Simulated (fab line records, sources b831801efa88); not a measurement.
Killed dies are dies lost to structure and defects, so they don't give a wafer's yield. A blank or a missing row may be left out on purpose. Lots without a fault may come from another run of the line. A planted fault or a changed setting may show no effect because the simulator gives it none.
Problem report in the 8D (eight disciplines) form, filled by code | flow sky130 | the parts of the form that need people (team, actions taken, sign-off) are left out

1. THE PROBLEM
FIELD_ISO_OXIDATION_01_THK at SKY_FIELD_ISO_THK_MEAS_23 reads a mean of 4.40 nm on 6 wafers of 2 lots; wafers without a fault read 9.96 nm with a standard deviation of 0.21. That is -26 standard deviations from the usual mean.
First seen on wafer L102.2, day 4 20:50, on film_metro-03. The record holds 42 wafers of 14 lots with a number at this step. Rule for "out", or "out of limits": more than 4 standard deviations from the usual mean. The other wafers with a number count as sound.

2. WHAT IT IS AND WHAT IT IS NOT
question                    | is                         | is not
which readings at this step | FIELD_ISO_OXIDATION_01_THK | -
which lots                  | L102, L103                 | L100, L107, L108, L111, L113, L990, L991, L992, L993, L994, L996, L997
which wafers of those lots  | all that have a number     | -
read on which gauges        | film_metro-03              | film_metro-01, film_metro-02
when                        | from day 4 20:50           | up to then (24 sound wafers); but 12 sound wafers of L107, L108, L111, L113 came after

3. SUSPECTS, AND WHAT RULES EACH OUT
Counting: a tool at a process step up to the reading stays a suspect if it ran every lot that is out and no sound lot after the first of them.
- the gauge at SKY_FIELD_ISO_THK_MEAS_23: kept. All the wafers that are out were read on film_metro-03, and no step on other tools shows them out.
- furnace-02 at SKY_FIELD_ISO_OXIDATION_22 (stabilise 600 s, purge 300 s, target thk 10 nm): kept. It ran every lot that is out, first L102 (day 4 19:39), and no sound lot after that; its last sound lot up to then is L100 (day 4 12:44).
Left after counting: furnace-02 at SKY_FIELD_ISO_OXIDATION_22, film_metro-03 at SKY_FIELD_ISO_THK_MEAS_23.

4. THE CAUSE (what the simulator had put in)
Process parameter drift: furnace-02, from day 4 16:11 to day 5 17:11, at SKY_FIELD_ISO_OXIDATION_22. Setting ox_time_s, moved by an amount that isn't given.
Counting left 2 suspects, and this tool is among them.

5. THE CHAIN OF EFFECTS, in route order
Each row: a reading whose mean over the struck wafers that have a number lies more than 3 standard deviations from the usual. Only readings for which the record gives a usual standard deviation are gone through. hours: the time from each lot's start at the first step in this table that gives one to its start at this step, as a median over the lots. sigmas: the change in usual standard deviations.
hours | step                      | reading                    | usual   | on struck wafers | change | sigmas
0     | SKY_FIELD_ISO_THK_MEAS_23 | FIELD_ISO_OXIDATION_01_THK | 9.96 nm | 4.40             | -5.56  | -26
Later measuring or inspecting steps at which every struck wafer that the step has a row for has a number for every such reading, and none has moved that far: SKY_NWELL_TW_MEAS_15, SKY_VT_ADJUST_LVTN_OVL_MEAS_18.

6. WHAT WOULD HAVE CAUGHT IT SOONER
In this record the first reading out of limits at a measuring or inspecting step was taken at day 4 20:50, 5 hours after the fault began at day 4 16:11.
Of the lots that are out (2), L103 began SKY_FIELD_ISO_OXIDATION_22 on furnace-02 after day 4 20:50. A hold on the tool at that time would have spared it.
